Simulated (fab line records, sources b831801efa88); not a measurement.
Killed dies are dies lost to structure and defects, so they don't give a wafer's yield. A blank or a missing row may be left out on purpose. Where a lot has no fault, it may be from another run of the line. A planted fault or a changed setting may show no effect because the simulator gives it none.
Commonality check across tools / flow sky130 / Sampled: 11 lots, 33 wafers

WHY IT WAS OPENED
SKY_PWDE_TW_MEAS_10, reading PWDE_TW: flagged on 2 of 11 lots. No-fault wafers: 374.4, standard deviation 1.9.
Rule: a lot is flagged in two cases, either no wafer of it has a number, or all its wafers with numbers fall more than 4 standard deviations from that mean. All remaining lots are regarded as sound.

lot=L776; measured=day 4 06:52; on=filmMetro-02; PWDE_TW, wafer by wafer=371.4 371.7 372.4; flag=
lot=L778; measured=day 4 20:25; on=filmMetro-01; PWDE_TW, wafer by wafer=373.7 375.4 374.1; flag=
lot=L780; measured=day 5 08:42; on=filmMetro-02; PWDE_TW, wafer by wafer=372.6 371.3 373.1; flag=
lot=L781; measured=day 5 12:34; on=filmMetro-01; PWDE_TW, wafer by wafer=374.6 373.4 374.4; flag=
lot=L782; measured=day 5 17:01; on=filmMetro-03; PWDE_TW, wafer by wafer=376.7 377.7 376.3; flag=
lot=L785; measured=day 6 09:43; on=filmMetro-03; PWDE_TW, wafer by wafer=392.5 392.3 393.1; flag=FLAGGED
lot=L786; measured=day 6 15:32; on=filmMetro-02; PWDE_TW, wafer by wafer=392.1 391.7 392.4; flag=FLAGGED
lot=L788; measured=day 7 02:28; on=filmMetro-03; PWDE_TW, wafer by wafer=375.1 376.0 376.2; flag=
lot=L790; measured=day 7 12:43; on=filmMetro-03; PWDE_TW, wafer by wafer=375.1 375.5 373.8; flag=
lot=L793; measured=day 8 05:52; on=filmMetro-01; PWDE_TW, wafer by wafer=372.8 375.4 374.7; flag=
lot=L796; measured=day 9 06:07; on=filmMetro-01; PWDE_TW, wafer by wafer=376.3 375.0 374.8; flag=
On average the flagged lots' numbers are 392.4, which is +18.0 against the usual, or +9 standard deviations.

TOOL THAT RAN EACH LOT
Before the reading, the record contains 2 process steps out of a 708-step route. Cell contents, in order: the tool; ch with the chambers the sampled wafers went through; the start.
lot=L776; flag=; SKY_PWDE_IMPLANT_08=implanter-01 ch 0, day 4 06:37; SKY_PWDE_STRIP_09=plasmaAsher-02 ch 0,1, day 4 06:46
lot=L778; flag=; SKY_PWDE_IMPLANT_08=implanter-03 ch 0, day 4 20:10; SKY_PWDE_STRIP_09=plasmaAsher-03 ch 0,1, day 4 20:19
lot=L780; flag=; SKY_PWDE_IMPLANT_08=implanter-03 ch 0, day 5 08:27; SKY_PWDE_STRIP_09=plasmaAsher-03 ch 0,1, day 5 08:36
lot=L781; flag=; SKY_PWDE_IMPLANT_08=implanter-01 ch 0, day 5 12:19; SKY_PWDE_STRIP_09=plasmaAsher-02 ch 0,1, day 5 12:28
lot=L782; flag=; SKY_PWDE_IMPLANT_08=implanter-01 ch 0, day 5 16:48; SKY_PWDE_STRIP_09=plasmaAsher-02 ch 0,1, day 5 16:56
lot=L785; flag=FLAGGED; SKY_PWDE_IMPLANT_08=implanter-03 ch 0, day 6 09:28; SKY_PWDE_STRIP_09=plasmaAsher-03 ch 0,1, day 6 09:37
lot=L786; flag=FLAGGED; SKY_PWDE_IMPLANT_08=implanter-03 ch 0, day 6 15:19; SKY_PWDE_STRIP_09=plasmaAsher-03 ch 0,1, day 6 15:26
lot=L788; flag=; SKY_PWDE_IMPLANT_08=implanter-04 ch 0, day 7 02:13; SKY_PWDE_STRIP_09=plasmaAsher-02 ch 0,1, day 7 02:21
lot=L790; flag=; SKY_PWDE_IMPLANT_08=implanter-04 ch 0, day 7 12:28; SKY_PWDE_STRIP_09=plasmaAsher-01 ch 0,1, day 7 12:36
lot=L793; flag=; SKY_PWDE_IMPLANT_08=implanter-04 ch 0, day 8 05:37; SKY_PWDE_STRIP_09=plasmaAsher-02 ch 0,1, day 8 05:46
lot=L796; flag=; SKY_PWDE_IMPLANT_08=implanter-04 ch 0, day 9 05:54; SKY_PWDE_STRIP_09=plasmaAsher-02 ch 0,1, day 9 06:02
These steps, and what they do:
- SKY_PWDE_IMPLANT_08
- SKY_PWDE_STRIP_09: strips in O2/N2.
- SKY_PWDE_TW_MEAS_10

FLAGGED OVER TOTAL, TOOL BY TOOL (the gauges that took the reading come last)
step=SKY_PWDE_IMPLANT_08; tool=implanter-01; lots run=3; flagged=0; share of the flagged lots=none; sound lots run after its first flagged lot=-
step=SKY_PWDE_IMPLANT_08; tool=implanter-03; lots run=4; flagged=2; share of the flagged lots=all; sound lots run after its first flagged lot=0
step=SKY_PWDE_IMPLANT_08; tool=implanter-04; lots run=4; flagged=0; share of the flagged lots=none; sound lots run after its first flagged lot=-
step=SKY_PWDE_STRIP_09; tool=plasmaAsher-01; lots run=1; flagged=0; share of the flagged lots=none; sound lots run after its first flagged lot=-
step=SKY_PWDE_STRIP_09; tool=plasmaAsher-02; lots run=6; flagged=0; share of the flagged lots=none; sound lots run after its first flagged lot=-
step=SKY_PWDE_STRIP_09; tool=plasmaAsher-03; lots run=4; flagged=2; share of the flagged lots=all; sound lots run after its first flagged lot=0
step=SKY_PWDE_TW_MEAS_10; tool=filmMetro-01; lots run=4; flagged=0; share of the flagged lots=none; sound lots run after its first flagged lot=-
step=SKY_PWDE_TW_MEAS_10; tool=filmMetro-02; lots run=3; flagged=1; share of the flagged lots=some; sound lots run after its first flagged lot=0
step=SKY_PWDE_TW_MEAS_10; tool=filmMetro-03; lots run=4; flagged=1; share of the flagged lots=some; sound lots run after its first flagged lot=2 (L788,L790)

THE TABLE: WHAT IT ALLOWS
2 rows of the table ran every flagged lot: implanter-03 at SKY_PWDE_IMPLANT_08, plasmaAsher-03 at SKY_PWDE_STRIP_09.
- implanter-03 at SKY_PWDE_IMPLANT_08: 2 of its 4 lots flagged. Its last sound lot is L780 (day 5 08:27), its first flagged lot L785 (day 6 09:28): a fault that began between those two fits. Its own readings lie more than 4 standard deviations out on every wafer of the flagged lots: beamOnS, endStationPressureTorr, faradayCurrentUA.
- plasmaAsher-03 at SKY_PWDE_STRIP_09: 2 of its 4 lots flagged. Its last sound lot is L780 (day 5 08:36), its first flagged lot L785 (day 6 09:37): a fault that began between those two fits.
Because each of these 2 tools fits a fault that began at some hour, counting lots does not separate them. More lots, or a look at what each step does to the wafer, might.

WHAT THE SIMULATOR PUT IN
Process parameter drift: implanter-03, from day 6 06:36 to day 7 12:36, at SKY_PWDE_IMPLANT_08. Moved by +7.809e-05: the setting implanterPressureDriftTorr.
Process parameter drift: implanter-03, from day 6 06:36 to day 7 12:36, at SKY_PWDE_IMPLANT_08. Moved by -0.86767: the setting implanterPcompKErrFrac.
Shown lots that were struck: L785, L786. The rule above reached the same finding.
